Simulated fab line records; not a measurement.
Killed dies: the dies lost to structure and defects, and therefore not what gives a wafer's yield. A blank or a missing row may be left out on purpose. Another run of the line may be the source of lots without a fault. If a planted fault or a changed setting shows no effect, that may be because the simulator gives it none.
Which tool is to blame? | flow sky130 | 21 wafers from 7 lots sampled at 2 of the route's 708 steps

WHAT EACH GAUGE READ, for each wafer
SKY_VIA1_THK_MEAS_01.
lot  | measured     | on            | VIA1_HDPCVD_THK (nm)
L755 | day 33 12:31 | film_metro-02 | 1018 1022 1023
L758 | day 34 05:28 | film_metro-03 | 1022 1020 1030
L760 | day 34 20:24 | film_metro-01 | 1032 1034 1033
L761 | day 35 05:50 | film_metro-02 | 1040 1044 1024
L765 | day 38 23:03 | film_metro-01 | 1038 1029 1026
L774 | day 39 04:49 | film_metro-01 | 364 1014 356
L776 | day 39 10:04 | film_metro-03 | 1041 1038 1035

WHICH TOOL RAN EACH LOT (tool, then ch and the chambers of the sampled wafers, then the start)
lot  | SKY_VIA1_HDPCVD_00
L755 | hdpcvd-01 ch 0,1,2, day 33 12:24
L758 | hdpcvd-02 ch 1,2, day 34 05:20
L760 | hdpcvd-01 ch 1,2, day 34 20:16
L761 | hdpcvd-01 ch 0,1,2, day 35 05:44
L765 | hdpcvd-01 ch 0,2, day 38 22:56
L774 | hdpcvd-02 ch 0,2, day 39 04:42
L776 | hdpcvd-01 ch 1,2, day 39 09:56
- SKY_VIA1_HDPCVD_00: deposits SiO2, target thk 1030 nm, time 171.7 s.

THE ANSWER, worked out from the rows above alone
Rule: the lots themselves supply what counts as usual. The widest of any qualifying gaps counts: lots, ordered by their means at a reading, are off when they make up no more than a third of the lots, leave a main group of 4 or more, and stand apart from it by 3 or more times the standard deviation of that group's means. If all means in a main group match to the digits the tables above print for the reading, that group is not used. A lot without any number at a reading at which 4 lots or more have one is off too. Any other lot the step has rows for is counted as sound.
Off: L774, at SKY_VIA1_THK_MEAS_01 (VIA1_HDPCVD_THK). Mean 1030 nm and standard deviation 6.1 in the main group.
A tool fits if, at a process step before that reading, it ran every lot that is off, and no sound lot after the first of them. The gauges at SKY_VIA1_THK_MEAS_01 are tried like those tools. This does not decide it: 2 tools fit, namely hdpcvd-02 at SKY_VIA1_HDPCVD_00 and film_metro-01 at SKY_VIA1_THK_MEAS_01.

WHAT THE SIMULATOR HAD INSERTED
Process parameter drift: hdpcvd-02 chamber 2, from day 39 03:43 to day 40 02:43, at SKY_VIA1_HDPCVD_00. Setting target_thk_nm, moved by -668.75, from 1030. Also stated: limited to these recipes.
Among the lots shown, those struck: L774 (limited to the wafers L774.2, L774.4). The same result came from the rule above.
